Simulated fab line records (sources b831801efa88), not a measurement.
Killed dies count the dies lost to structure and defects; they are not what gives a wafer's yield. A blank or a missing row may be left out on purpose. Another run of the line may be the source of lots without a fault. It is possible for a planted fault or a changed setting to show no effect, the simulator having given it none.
The tool behind it: which one? | flow gf180mcu | Sampling: 6 lots, 18 wafers, 3 of 602 route steps

## WHAT THE GAUGES READ, wafer by wafer
GF_HV_LDD_THK_MEAS_57.
lot  | measured     | on           | HV_LDD_CVD_56_THK (nm)
L636 | day 13 12:26 | filmMetro-01 | 89.1 89.3 89.3
L639 | day 14 13:38 | filmMetro-01 | 91.1 90.4 90.3
L642 | day 15 12:12 | filmMetro-02 | 93.1 93.0 93.0
L648 | day 17 16:04 | filmMetro-02 | 81.9 81.7 81.4
L654 | day 19 17:21 | filmMetro-01 | 89.9 90.0 89.4
L656 | day 20 09:52 | filmMetro-01 | 89.8 89.9 90.3

## EACH LOT AND THE TOOL THAT RAN IT (in order: tool; ch and the chambers of the sampled wafers; start)
lot  | GF_STI_CMP_25                | GF_HV_LDD_CVD_56
L636 | cmp-02 ch 0,3, day 2 18:55   | lpcvd-02 ch 0, day 13 10:58
L639 | cmp-02 ch 0,3, day 3 10:53   | lpcvd-01 ch 1, day 14 12:11
L642 | cmp-02 ch 1,2, day 4 02:12   | lpcvd-01 ch 0, day 15 10:45
L648 | cmp-02 ch 0,2,3, day 5 09:02 | lpcvd-01 ch 0, day 17 14:38
L654 | cmp-01 ch 0,2, day 6 15:34   | lpcvd-02 ch 0, day 19 15:55
L656 | cmp-01 ch 0,1,3, day 7 03:50 | lpcvd-01 ch 1, day 20 07:44
- GF_STI_CMP_25: polishes, stops on Si3N4, t overpolish 33 s, target thk 524.6 nm.
- GF_HV_LDD_CVD_56: deposits Si3N4 from DCS/NH3, target thk 90 nm, time 1543 s.

## THE ANSWER, worked out from the rows above alone
Rule: usual is defined by the lots themselves. Put in order of their means at a reading, lots are off if they are a third of the lots or fewer, leave a main group of 4 or more, and stand apart from it by a gap of 3 or more times the standard deviation of the main group's means; of several such gaps the widest counts. A main group whose means are all the same, to the digits that the tables above print for the reading, isn't used. A lot without any number at a reading at which 4 lots or more have one is off too. The other lots that the step has rows for count as sound.
Off: L648, seen at GF_HV_LDD_THK_MEAS_57 (HV_LDD_CVD_56_THK). Main group: mean 90.5 nm, sd 1.3.
A tool fits if, at a process step before that reading, it ran every lot that is off, and no sound lot after the first of them. Those tools and the gauges at GF_HV_LDD_THK_MEAS_57 are tried in the same way. Undecided on this evidence; 2 tools fit (cmp-02 at GF_STI_CMP_25, filmMetro-02 at GF_HV_LDD_THK_MEAS_57).

## WHAT HAD BEEN PUT IN BY THE SIMULATOR
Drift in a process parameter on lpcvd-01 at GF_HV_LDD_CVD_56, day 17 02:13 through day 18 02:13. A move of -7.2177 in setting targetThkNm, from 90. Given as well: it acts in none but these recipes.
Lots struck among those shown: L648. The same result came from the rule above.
